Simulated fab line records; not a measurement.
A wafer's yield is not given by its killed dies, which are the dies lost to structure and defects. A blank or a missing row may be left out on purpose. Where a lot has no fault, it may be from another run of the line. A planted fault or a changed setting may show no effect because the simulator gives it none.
A struck lot beside a sound one | flow sfqLine | 42 out of 325 route steps
Sound: these wafers, L689.2, L689.5, L689.6. Struck: wafer L699.6. (L699.1, L699.2 of the same lot were not struck and are left out.) The cause comes at the end.
For every step that has rows: the tool of each side, followed by ch and its chambers, followed by its first start. Under that, the readings that differ: sound wafers | struck wafers | difference of the means | sigmas: that difference in standard deviations of wafers without a fault.
alike: words and numbers the same on both sides, and readings whose means are apart by under 2 such deviations; not compared: readings that were withheld, readings missing a value for some wafer, numbers with overlapping values and no deviation given by the record, and bounds like >300 which may hide the same value.
Wherever a step has rows on one side only, a row that says differs or no value, or a row with sigmas, the two part there. When numbers do not overlap yet have no deviation, they are printed without sigmas and do not part them. A reading missing from all wafers of one side parts the sides only when that side holds two or more wafers.

first, 6 steps without rows for these wafers: SFQ_TRILAYER_M1_LITHO_COAT_044 (resist thk 62 nm); SFQ_TRILAYER_M1_LITHO_COAT_039 (resist thk 600 nm); SFQ_TRILAYER_M1_LITHO_SOFTBAKE_043; SFQ_TRILAYER_M1_LITHO_EXPOSE_040 (exposes mask M1, target cd 500 nm); SFQ_TRILAYER_M1_LITHO_PEB_042 (peb time 60 s); SFQ_TRILAYER_M1_LITHO_DEVELOP_041 (time 60 s).
SFQ_M1_OVL_MEAS_911:
  sound: overlay-01 at day 18 13:44; struck: overlay-01 at day 23 17:06
reading     | sound    | struck | difference | sigmas
M1_OVL (nm) | -4 -10 2 | 5      | +9         | +2
SFQ_TRILAYER_M1_BARC_OPEN_METAL_ETCH_054: etches BARC in O2, target depth 125 nm, time 41.7 s.
  sound on rieMetal-03 ch 0,1, day 18 13:46; struck on rieMetal-02 ch 0, day 23 17:08
  alike: drypumpMotorCurrentA, heBacksideLeakSccm, oesProductAu
  not compared: rfHoursCounterH
then, 3 steps without rows for these wafers: SFQ_TRILAYER_M1_ETCH_METAL_ETCH_042 (etches Nb in Cl2/Ar, stops on SiO2, target depth 240 nm, time 120 s); SFQ_TRILAYER_M1_STRIP_STRIP_043 (strips in O2); SFQ_TRILAYER_M1_STRIP_SOLV_CLEAN_044 (cleans in NMP, time 600 s).
SFQ_TRILAYER_I1_DEP_PECVD_045: deposits SiO2 from SiH4/N2O, time 111.11 s, target thk 500 nm.
  sound on pecvd-01 ch 0,2, day 18 14:43; struck on pecvd-02 ch 2, day 23 18:05
  alike: heaterPowerW, throttleValvePct
SFQ_TRILAYER_I1_CMP_CMP_046: polishes SiO2.
  sound on cmp-02 ch 0,1,2, day 18 15:48; struck on cmp-01 ch 0, day 23 20:40
reading                                            | sound             | struck | difference | sigmas
timeToEndpointS (s)                                | 197 218 218       | 248    | +37        | +5
model.SiO2_of_TRILAYER_I1_DEP_PECVD_045.thkNm (nm) | 198.8 197.7 199.3 | 148.6  | -50.0      | 
  alike: motorCurrentA, platenRpm
SFQ_I1_BOW_MEAS_912:
  sound: filmMetro-04 at day 18 17:49; struck: filmMetro-01 at day 23 22:29
  not compared: I1_BOW
SFQ_TRILAYER_I1_METRO_MEASURE_047:
  sound: filmMetro-04 at day 18 18:07; struck: filmMetro-01 at day 24 01:47
reading    | sound             | struck | difference | sigmas
thkNm (nm) | 198.8 197.6 199.4 | 148.5  | -50.1      | -46
then, 6 steps without rows for these wafers: SFQ_TRILAYER_I1_VIA_LITHO_COAT_054 (resist thk 62 nm); SFQ_TRILAYER_I1_VIA_LITHO_COAT_049 (resist thk 650 nm); SFQ_TRILAYER_I1_VIA_LITHO_SOFTBAKE_053; SFQ_TRILAYER_I1_VIA_LITHO_EXPOSE_050 (exposes mask I1, target cd 500 nm); SFQ_TRILAYER_I1_VIA_LITHO_PEB_052 (peb time 60 s); SFQ_TRILAYER_I1_VIA_LITHO_DEVELOP_051 (time 60 s).
-- the record jumps here: 7 days lie between the struck wafers' starts before and after --
SFQ_I1_OVL_MEAS_913:
  sound: overlay-02 at day 25 14:42; struck: overlay-01 at day 30 16:35
  alike: I1_OVL
SFQ_TRILAYER_I1_VIA_BARC_OPEN_VIA_ETCH_071: etches BARC in O2, target depth 125 nm, time 41.7 s.
  sound on rieDiel-03 ch 1,2,3, day 25 14:44; struck on rieDiel-04 ch 1, day 30 16:38
  alike: drypumpMotorCurrentA, oesProductAu
  not compared: rfHoursCounterH
SFQ_TRILAYER_I1_VIA_ETCH_VIA_ETCH_052: etches SiO2 in CHF3, stops on Nb, target depth 260 nm.
  sound on rieDiel-03 ch 1,2,3, day 25 14:46; struck on rieDiel-04 ch 1, day 30 16:40
reading                      | sound             | struck | difference | sigmas
oesProductAu (a.u.)          | 0.848 0.851 0.855 | 0.735  | -0.116     | -22
model.I1.featureDepthNm (nm) | 198.8 197.7 199.3 | 148.6  | -50.0      | 
model.etch.depthNm (nm)      | 198.8 197.7 199.3 | 148.6  | -50.0      | 
  alike: drypumpMotorCurrentA
SFQ_TRILAYER_I1_VIA_STRIP_STRIP_053: strips in O2.
  sound on rieMetal-01 ch 0,1, day 25 14:53; struck on rieMetal-03 ch 0, day 30 16:47
reading                  | sound       | struck | difference | sigmas
drypumpMotorCurrentA (A) | 5.7 6.1 5.8 | 4.9    | -1.0       | -2
  alike: heBacksideLeakSccm, oesProductAu, platenTempC
  not compared: rfHoursCounterH
then, 3 steps without rows for these wafers: SFQ_TRILAYER_I1_VIA_STRIP_SOLV_CLEAN_054 (cleans in NMP, time 600 s); SFQ_TRILAYER_M2_DEP_PRE_CLEAN_056 (time 22.5 s); SFQ_TRILAYER_M2_DEP_SPUTTER_055 (material Nb, target thk 200 nm, time 133.3 s).
SFQ_M2_RS_MEAS_914: measures by four-point-probe.
  sound: filmMetro-02 at day 25 15:59; struck: filmMetro-02 at day 30 18:16
  alike: M2_NB_RS
then, 6 steps without rows for these wafers: SFQ_TRILAYER_M2_LITHO_COAT_062 (resist thk 62 nm); SFQ_TRILAYER_M2_LITHO_COAT_057 (resist thk 600 nm); SFQ_TRILAYER_M2_LITHO_SOFTBAKE_061; SFQ_TRILAYER_M2_LITHO_EXPOSE_058 (exposes mask M2, target cd 500 nm); SFQ_TRILAYER_M2_LITHO_PEB_060 (peb time 60 s); SFQ_TRILAYER_M2_LITHO_DEVELOP_059 (time 60 s).
-- the record jumps here: 6 days lie between the struck wafers' starts before and after --
SFQ_M2_OVL_MEAS_916:
  sound: overlay-02 at day 32 13:14; struck: overlay-01 at day 36 20:12
  alike: M2_OVL
then, 1 step without rows for these wafers: SFQ_TRILAYER_M2_BARC_OPEN_METAL_ETCH_077 (etches BARC in O2, target depth 125 nm, time 41.7 s).
SFQ_TRILAYER_M2_ETCH_METAL_ETCH_060: etches Nb in Cl2/Ar, stops on SiO2, target depth 240 nm, time 120 s.
  sound on rieMetal-04 ch 0,1, day 32 13:20; struck on rieMetal-02 ch 0, day 36 20:21
reading                                            | sound           | struck | difference | sigmas
model.SiO2_of_TRILAYER_I1_DEP_PECVD_045.thkNm (nm) | 190.5 189.4 191 | 140.4  | -49.9      | 
  alike: drypumpMotorCurrentA, heBacksideLeakSccm, oesProductAu
  not compared: rfHoursCounterH
then, 2 steps without rows for these wafers: SFQ_TRILAYER_M2_STRIP_STRIP_061 (strips in O2); SFQ_TRILAYER_M2_STRIP_SOLV_CLEAN_062 (cleans in NMP, time 600 s).
SFQ_TRILAYER_I2_DEP_PECVD_063: deposits SiO2 from SiH4/N2O, time 111.11 s, target thk 500 nm.
  sound on pecvd-02 ch 0,1,2, day 32 14:14; struck on pecvd-03 ch 2, day 36 21:59
  alike: heaterPowerW, throttleValvePct
-- the record jumps here: 54 days lie between the struck wafers' starts before and after --
SFQ_M8_BOW_MEAS_951:
  sound: filmMetro-02 at day 81 15:24; struck: filmMetro-03 at day 90 20:00
reading                | sound             | struck | difference | sigmas
model.etest.i1.linkOhm | 1.938 1.942 1.965 | 1.893  | -0.055     | 
  alike: M8_BOW

## WHERE THEY PART
Last at SFQ_TRILAYER_I1_VIA_STRIP_STRIP_053 as far as this record goes, first at SFQ_M1_OVL_MEAS_911. Later steps at which nothing parts them and some readings are alike: SFQ_M2_RS_MEAS_914, SFQ_M2_OVL_MEAS_916, SFQ_TRILAYER_M2_ETCH_METAL_ETCH_060, SFQ_TRILAYER_I2_DEP_PECVD_063, SFQ_M8_BOW_MEAS_951.

WHY: what had been put in by the simulator
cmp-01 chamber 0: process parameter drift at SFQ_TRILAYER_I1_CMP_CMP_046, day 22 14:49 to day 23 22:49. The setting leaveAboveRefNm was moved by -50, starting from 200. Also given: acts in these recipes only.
